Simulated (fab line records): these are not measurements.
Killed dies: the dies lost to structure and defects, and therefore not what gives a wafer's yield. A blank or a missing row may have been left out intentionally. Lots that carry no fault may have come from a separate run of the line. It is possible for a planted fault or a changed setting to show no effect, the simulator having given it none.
Problem report in the 8D (eight disciplines) form, filled by code -- flow sky130 -- the parts of the form that need people (team, actions taken, sign-off) are left out

== 1. WHAT IS WRONG ==
At SKY_PAD_OPEN_PROBE_99, killedAtFrontEnd averages 76 over 5 wafers from 3 lots, while fault-free wafers read 16, standard deviation 4.3. That puts it +14 standard deviations away from the usual mean.
Seen first at day 47 11:18 on prober-02, wafer L470.4. Wafers with a number at this step in the record: 9, from 3 lots. Rule for "out" (also "out of limits"): further than 4 standard deviations from the usual mean. Any other wafer with a number is counted as sound.

== 2. WHAT IT IS AND WHAT IT IS NOT ==
question,is,is not
which readings at this step,"killedAtFrontEnd, killedDies","killed_at_M4_up, killedAtContacts, killedAtOther, killedOpen"
which lots,"L470, L473, L475",-
which wafers of those lots,"L470.4, L473.1, L473.5, L475.2, L475.6","L470.2, L470.6, L473.3, L475.1"
read on which tools,"prober-01, prober-02",-
when,from day 47 11:18,"up to then (1 sound wafer); but 3 sound wafers of L470, L473, L475 came after"

== 3. WHAT RULES OUT EACH SUSPECT ==
Counting: if a tool at a process step up to the reading ran every lot that is out, it stays a suspect. Sound lots after the first of them don't rule it out here, since some wafers of a struck lot are sound.
- plasmaAsher-01 at SKY_LDD_HVP_STRIP_09 (strips in O2/N2): kept. It ran every lot that is out, first L470 (day 23 23:45).
- Within plasmaAsher-01 at SKY_LDD_HVP_STRIP_09, the wafers that are out were processed in chamber 0 and their sound lot-mates in chamber 1.
Remaining after the count: plasmaAsher-01 at SKY_LDD_HVP_STRIP_09.

== 4. THE CAUSE (what the simulator had put in) ==
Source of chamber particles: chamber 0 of plasmaAsher-01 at SKY_LDD_HVP_STRIP_09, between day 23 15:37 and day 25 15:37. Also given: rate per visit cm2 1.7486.
Only this tool survived the counting.

== 5. SEQUENCE OF EFFECTS, ordered by route ==
Each row: a reading where the mean over the struck wafers with a number is more than 3 standard deviations away from the usual. Scope: only readings with a usual standard deviation given in the record; hours: median across lots of the time from each lot's start at the first step in this table that gives one to its start at this step; sigmas: change in usual standard deviations.
hours,step,reading,usual,on struck wafers,change,sigmas
0,SKY_PAD_OPEN_PROBE_99,killedAtFrontEnd,16,76,+60,+14
0,SKY_PAD_OPEN_PROBE_99,killedDies,87,137,+50,+5.7
Process steps it contains:
- SKY_PAD_OPEN_PROBE_99

== 6. HOW IT WOULD HAVE BEEN CAUGHT EARLIER ==
In this record the first reading out of limits was taken at day 47 11:18, 572 hours after the fault began at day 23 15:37.
No tool reading at SKY_LDD_HVP_STRIP_09 that has a usual standard deviation in the record was out on any struck wafer, so an alarm limit of 4 standard deviations on those readings would not have fired.
By day 47 11:18 the whole set of lots that are out, 3 in number, had already begun SKY_LDD_HVP_STRIP_09 on plasmaAsher-01. None of them would have been spared by holding the tool at that moment.
